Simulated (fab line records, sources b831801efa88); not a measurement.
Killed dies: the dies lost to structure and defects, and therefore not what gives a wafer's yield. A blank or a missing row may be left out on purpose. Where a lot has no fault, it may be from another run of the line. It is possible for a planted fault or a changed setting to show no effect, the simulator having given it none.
The tool behind it: which one? / flow sky130 / 11 lots with 33 wafers sampled at 5 steps, on a route of 708 steps

== WHAT THE GAUGES SHOWED, per wafer ==
SKY_RES_XHIGH_TW_MEAS_09.
lot=L402; measured=day 26 21:24; on=film-metro-01; RES_XHIGH_TW=1657 1651 1640
lot=L403; measured=day 27 04:56; on=film-metro-04; RES_XHIGH_TW=1640 1657 1655
lot=L405; measured=day 28 04:18; on=film-metro-02; RES_XHIGH_TW=1610 1610 1613
lot=L407; measured=day 29 00:51; on=film-metro-01; RES_XHIGH_TW=1649 1648 1658
lot=L408; measured=day 29 03:37; on=film-metro-02; RES_XHIGH_TW=1618 1622 1621
lot=L409; measured=day 29 10:29; on=film-metro-02; RES_XHIGH_TW=1621 1612 1608
lot=L413; measured=day 30 23:08; on=film-metro-01; RES_XHIGH_TW=1653 1654 1647
lot=L414; measured=day 31 07:26; on=film-metro-04; RES_XHIGH_TW=1650 1652 1653
lot=L416; measured=day 31 22:19; on=film-metro-01; RES_XHIGH_TW=1653 1658 1664
lot=L420; measured=day 33 05:35; on=film-metro-02; RES_XHIGH_TW=1545 1537 1542
lot=L423; measured=day 34 00:49; on=film-metro-01; RES_XHIGH_TW=1576 1568 1570

SKY_SD_N_RS_MEAS_18: measurement is done with a four-point probe.
lot=L402; measured=day 28 03:50; on=film-metro-04; RES_XHIGH_RS (ohm/sq)=335.7 335.8 335.0
lot=L403; measured=day 28 10:32; on=film-metro-01; RES_XHIGH_RS (ohm/sq)=334.7 333.0 334.6
lot=L405; measured=day 29 10:20; on=film-metro-04; RES_XHIGH_RS (ohm/sq)=335.1 333.9 336.1
lot=L407; measured=day 30 06:05; on=film-metro-01; RES_XHIGH_RS (ohm/sq)=331.6 332.1 331.3
lot=L408; measured=day 30 08:47; on=film-metro-04; RES_XHIGH_RS (ohm/sq)=333.4 333.2 333.4
lot=L409; measured=day 30 16:00; on=film-metro-02; RES_XHIGH_RS (ohm/sq)=335.2 335.2 334.7
lot=L413; measured=day 32 03:22; on=film-metro-04; RES_XHIGH_RS (ohm/sq)=331.0 332.3 332.1
lot=L414; measured=day 32 11:34; on=film-metro-04; RES_XHIGH_RS (ohm/sq)=332.4 332.2 333.6
lot=L416; measured=day 33 03:08; on=film-metro-04; RES_XHIGH_RS (ohm/sq)=334.1 333.9 334.5
lot=L420; measured=day 34 09:02; on=film-metro-04; RES_XHIGH_RS (ohm/sq)=371.9 372.6 372.7
lot=L423; measured=day 35 04:07; on=film-metro-01; RES_XHIGH_RS (ohm/sq)=376.8 375.6 378.5

== EACH LOT AND THE TOOL THAT RAN IT (in order: tool; ch and the chambers of the sampled wafers; start) ==
lot=L402; SKY_LDD_HVN_STRIP_09=plasma-asher-03 ch 0,1, day 20 11:20; SKY_POLY_CUT_ETCH_10=rie-diel-01 ch 0,1,2, day 24 08:57; SKY_RES_XHIGH_IMPLANT_07=implanter-04 ch 0, day 26 21:10
lot=L403; SKY_LDD_HVN_STRIP_09=plasma-asher-03 ch 0,1, day 20 21:32; SKY_POLY_CUT_ETCH_10=rie-diel-01 ch 1,2, day 24 17:18; SKY_RES_XHIGH_IMPLANT_07=implanter-02 ch 0, day 27 04:41
lot=L405; SKY_LDD_HVN_STRIP_09=plasma-asher-03 ch 0,1, day 21 20:31; SKY_POLY_CUT_ETCH_10=rie-diel-01 ch 1,2,3, day 25 16:47; SKY_RES_XHIGH_IMPLANT_07=implanter-04 ch 0, day 28 04:04
lot=L407; SKY_LDD_HVN_STRIP_09=plasma-asher-04 ch 0,1, day 22 13:34; SKY_POLY_CUT_ETCH_10=rie-diel-04 ch 2,3, day 26 14:32; SKY_RES_XHIGH_IMPLANT_07=implanter-02 ch 0, day 29 00:37
lot=L408; SKY_LDD_HVN_STRIP_09=plasma-asher-01 ch 0,1, day 22 23:04; SKY_POLY_CUT_ETCH_10=rie-diel-04 ch 1,2,3, day 26 17:39; SKY_RES_XHIGH_IMPLANT_07=implanter-02 ch 0, day 29 03:22
lot=L409; SKY_LDD_HVN_STRIP_09=plasma-asher-03 ch 0,1, day 23 05:43; SKY_POLY_CUT_ETCH_10=rie-diel-03 ch 0,2,3, day 26 23:44; SKY_RES_XHIGH_IMPLANT_07=implanter-02 ch 0, day 29 10:14
lot=L413; SKY_LDD_HVN_STRIP_09=plasma-asher-04 ch 0,1, day 24 19:56; SKY_POLY_CUT_ETCH_10=rie-diel-01 ch 0,1,2, day 28 15:36; SKY_RES_XHIGH_IMPLANT_07=implanter-04 ch 0, day 30 22:53
lot=L414; SKY_LDD_HVN_STRIP_09=plasma-asher-04 ch 0,1, day 25 05:38; SKY_POLY_CUT_ETCH_10=rie-diel-04 ch 0,2, day 28 23:05; SKY_RES_XHIGH_IMPLANT_07=implanter-04 ch 0, day 31 07:13
lot=L416; SKY_LDD_HVN_STRIP_09=plasma-asher-03 ch 0,1, day 25 21:30; SKY_POLY_CUT_ETCH_10=rie-diel-01 ch 0,1, day 29 14:32; SKY_RES_XHIGH_IMPLANT_07=implanter-02 ch 0, day 31 22:07
lot=L420; SKY_LDD_HVN_STRIP_09=plasma-asher-01 ch 0,1, day 27 06:50; SKY_POLY_CUT_ETCH_10=rie-diel-03 ch 0,1,2, day 30 22:45; SKY_RES_XHIGH_IMPLANT_07=implanter-02 ch 0, day 33 05:20
lot=L423; SKY_LDD_HVN_STRIP_09=plasma-asher-04 ch 0,1, day 28 03:16; SKY_POLY_CUT_ETCH_10=rie-diel-03 ch 0,1,2, day 31 19:08; SKY_RES_XHIGH_IMPLANT_07=implanter-02 ch 0, day 34 00:35
- SKY_LDD_HVN_STRIP_09: strips in O2/N2.
- SKY_POLY_CUT_ETCH_10: etches BARC in N2/H2, stops on SiO2, time 45.9 s, target depth 60 nm.
- SKY_RES_XHIGH_IMPLANT_07

== WHAT THE TOOLS THEMSELVES READ (means of the sampled wafers that have a number; where no wafer has one, the mark that the record gives instead) ==
SKY_LDD_HVN_STRIP_09.
lot=L402; tool=plasma-asher-03; drypump-motor-current-A (A)=6.4; oes-product-au (a.u.)=0.410; strip-time-to-endpoint-s (s)=4.121
lot=L403; tool=plasma-asher-03; drypump-motor-current-A (A)=6.3; oes-product-au (a.u.)=0.405; strip-time-to-endpoint-s (s)=4.126
lot=L405; tool=plasma-asher-03; drypump-motor-current-A (A)=6.2; oes-product-au (a.u.)=0.413; strip-time-to-endpoint-s (s)=4.136
lot=L407; tool=plasma-asher-04; drypump-motor-current-A (A)=5.1; oes-product-au (a.u.)=0.411; strip-time-to-endpoint-s (s)=4.125
lot=L408; tool=plasma-asher-01; drypump-motor-current-A (A)=5.8; oes-product-au (a.u.)=0.408; strip-time-to-endpoint-s (s)=4.148
lot=L409; tool=plasma-asher-03; drypump-motor-current-A (A)=6.2; oes-product-au (a.u.)=0.409; strip-time-to-endpoint-s (s)=4.154
lot=L413; tool=plasma-asher-04; drypump-motor-current-A (A)=5.3; oes-product-au (a.u.)=0.408; strip-time-to-endpoint-s (s)=4.161
lot=L414; tool=plasma-asher-04; drypump-motor-current-A (A)=5.1; oes-product-au (a.u.)=0.408; strip-time-to-endpoint-s (s)=4.143
lot=L416; tool=plasma-asher-03; drypump-motor-current-A (A)=6.2; oes-product-au (a.u.)=0.414; strip-time-to-endpoint-s (s)=4.143
lot=L420; tool=plasma-asher-01; drypump-motor-current-A (A)=5.8; oes-product-au (a.u.)=0.404; strip-time-to-endpoint-s (s)=4.133
lot=L423; tool=plasma-asher-04; drypump-motor-current-A (A)=5.3; oes-product-au (a.u.)=0.411; strip-time-to-endpoint-s (s)=4.137

SKY_POLY_CUT_ETCH_10.
lot=L402; tool=rie-diel-01; drypump-motor-current-A (A)=6.2; oes-product-au (a.u.)=0.850; throttle-valve-pct (%)=13.219
lot=L403; tool=rie-diel-01; drypump-motor-current-A (A)=6.7; oes-product-au (a.u.)=0.856; throttle-valve-pct (%)=13.222
lot=L405; tool=rie-diel-01; drypump-motor-current-A (A)=6.3; oes-product-au (a.u.)=0.853; throttle-valve-pct (%)=13.221
lot=L407; tool=rie-diel-04; drypump-motor-current-A (A)=5.9; oes-product-au (a.u.)=0.860; throttle-valve-pct (%)=13.235
lot=L408; tool=rie-diel-04; drypump-motor-current-A (A)=6.0; oes-product-au (a.u.)=0.857; throttle-valve-pct (%)=13.226
lot=L409; tool=rie-diel-03; drypump-motor-current-A (A)=5.8; oes-product-au (a.u.)=0.857; throttle-valve-pct (%)=13.230
lot=L413; tool=rie-diel-01; drypump-motor-current-A (A)=6.2; oes-product-au (a.u.)=0.852; throttle-valve-pct (%)=13.225
lot=L414; tool=rie-diel-04; drypump-motor-current-A (A)=6.1; oes-product-au (a.u.)=0.852; throttle-valve-pct (%)=13.215
lot=L416; tool=rie-diel-01; drypump-motor-current-A (A)=5.8; oes-product-au (a.u.)=0.856; throttle-valve-pct (%)=13.219
lot=L420; tool=rie-diel-03; drypump-motor-current-A (A)=5.9; oes-product-au (a.u.)=0.854; throttle-valve-pct (%)=13.222
lot=L423; tool=rie-diel-03; drypump-motor-current-A (A)=5.9; oes-product-au (a.u.)=0.858; throttle-valve-pct (%)=13.224

SKY_RES_XHIGH_IMPLANT_07.
lot=L402 tool=implanter-04 faraday-current-uA=561
lot=L403 tool=implanter-02 faraday-current-uA=567
lot=L405 tool=implanter-04 faraday-current-uA=559
lot=L407 tool=implanter-02 faraday-current-uA=566
lot=L408 tool=implanter-02 faraday-current-uA=573
lot=L409 tool=implanter-02 faraday-current-uA=557
lot=L413 tool=implanter-04 faraday-current-uA=556
lot=L414 tool=implanter-04 faraday-current-uA=559
lot=L416 tool=implanter-02 faraday-current-uA=574
lot=L420 tool=implanter-02 faraday-current-uA=654
lot=L423 tool=implanter-02 faraday-current-uA=664

== THE ANSWER, worked out from the rows above alone ==
Rule: the lots themselves supply what counts as usual. Put in order of their means at a reading, lots are off if they are a third of the lots or fewer, leave a main group of 4 or more, and stand apart from it by a gap of 3 or more times the standard deviation of the main group's means; of several such gaps the widest counts. If all means in a main group match to the digits the tables above print for the reading, that group is not used. A lot without any number at a reading at which 4 lots or more have one is off too. Any other lot the step has rows for is counted as sound. The gauges are gone through in route order, then the tools' own readings, and for those a lot's mean is taken as printed above. At the first step where some lot is off, the reading lying furthest off is the one used; lots without a number count as furthest.
Off: L420, L423, at SKY_SD_N_RS_MEAS_18 (RES_XHIGH_RS). The main group: mean 333.7 ohm/sq, standard deviation 1.3.
If a tool, at a process step before that reading, ran all the lots that are off and no sound lot after the first of them, it fits. The gauges at SKY_SD_N_RS_MEAS_18 aren't tried: what is off there is off at SKY_RES_XHIGH_IMPLANT_07 too, on other tools, and a gauge's error can't cause that. 2 tools fit, rie-diel-03 at SKY_POLY_CUT_ETCH_10 and implanter-02 at SKY_RES_XHIGH_IMPLANT_07, so this cannot tell which one it is.

== WHAT THE SIMULATOR HAD PUT IN ==
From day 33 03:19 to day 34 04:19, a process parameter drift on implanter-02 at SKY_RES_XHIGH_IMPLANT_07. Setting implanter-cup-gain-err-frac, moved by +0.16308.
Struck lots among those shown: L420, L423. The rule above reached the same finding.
